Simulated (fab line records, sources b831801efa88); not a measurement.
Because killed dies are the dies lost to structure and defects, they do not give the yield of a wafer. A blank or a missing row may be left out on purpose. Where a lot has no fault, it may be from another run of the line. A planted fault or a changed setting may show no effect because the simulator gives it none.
Problem report in the 8D (eight disciplines) form, filled by code    flow sky130    the parts of the form that need people (team, actions taken, sign-off) are left out

## 1. WHAT IS WRONG
Mean CAPM_TIN_RS at SKY_CAPM_RS_MEAS_03: 8.04 ohm/sq over 6 wafers in 2 lots; fault-free wafers: 6.90 ohm/sq, standard deviation 0.075. Relative to the usual mean, that is a shift of +15 standard deviations.
The step: measures by four-point-probe.
Earliest sighting: wafer L733.3 on film-metro-03 at day 39 10:52. The record has a number at this step for 30 wafers belonging to 10 lots. Rule for "out" (also "out of limits"): further than 4 standard deviations from the usual mean. The other wafers with a number count as sound.

## 2. WHAT IT IS, WHAT IT ISN'T
question                     is                      is not
which readings at this step  CAPM_TIN_RS             -
which lots                   L733, L735              L722, L725, L726, L729, L731, L736, L741, L743
which wafers of those lots   all that have a number  -
read on which gauges         film-metro-03           film-metro-01, film-metro-02
when                         from day 39 10:52       up to then (15 sound wafers); but 9 sound wafers of L736, L741, L743 came after

## 3. WHAT RULES OUT EACH SUSPECT
Counting: any tool at a process step up to the reading is kept as a suspect provided that every lot that is out went through it and no sound lot did after the first of them.
- ruled out: the gauge at SKY_CAPM_RS_MEAS_03. All the wafers that are out were read on film-metro-03, but those of them that SKY_CAPM_METAL_ETCH_13 has rows for are out there too, on other tools.
- pvd-sputter-03 at SKY_CAPM_SPUTTER_02 (material TiN, target thk 200 nm, time 166.7 s): kept. It ran every lot that is out, first L733 (day 39 10:43), and no sound lot after that; its last sound lot up to then is L731 (day 39 09:46).
After counting, what remains is pvd-sputter-03 at SKY_CAPM_SPUTTER_02.

## 4. THE CAUSE (what the simulator had put in)
Site profile drift: pvd-sputter-03, from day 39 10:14 on, at SKY_CAPM_SPUTTER_02. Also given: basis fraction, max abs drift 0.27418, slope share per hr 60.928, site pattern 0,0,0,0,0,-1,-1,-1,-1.
Only this tool survived the counting.

## 5. SEQUENCE OF EFFECTS, ordered by route
Each row: a reading whose mean over the struck wafers that have a number lies more than 3 standard deviations from the usual. Readings are gone through only where the record gives a usual standard deviation; hours: the median, over the lots, of the time from a lot's start at the first step in this table giving one to that lot's start at this step; sigmas: the change measured in usual standard deviations.
hours  step                    reading             usual        on struck wafers  change  sigmas
0      SKY_CAPM_RS_MEAS_03     CAPM_TIN_RS         6.90 ohm/sq  8.04              +1.14   +15
0      SKY_CAPM_THK_MEAS_04    CAPM_TIN_THK        202.1 nm     179.1             -23.0   -10
24     SKY_CAPM_METAL_ETCH_13  oes-product-au      0.941 a.u.   0.873             -0.068  -9.1
24     SKY_CAPM_METAL_ETCH_13  throttle-valve-pct  21.901 %     21.940            +0.039  +4.2
It contains these process steps:
- SKY_CAPM_METAL_ETCH_13: etches TiN in Cl2/BCl3, stops on SiO2, target depth 220 nm, time 62.9 s.

## 6. WHAT WOULD HAVE CAUGHT IT SOONER
In this record the first reading out of limits at a measuring or inspecting step was taken at day 39 10:52, 1 hour after the fault began at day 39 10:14.
No tool reading at SKY_CAPM_SPUTTER_02 that has a usual standard deviation in the record was out on any struck wafer, so an alarm limit of 4 standard deviations on those readings would not have fired.
Among the 2 lots that are out, L735 began SKY_CAPM_SPUTTER_02 on pvd-sputter-03 after day 39 10:52. Putting the tool on hold at that point would have spared it.
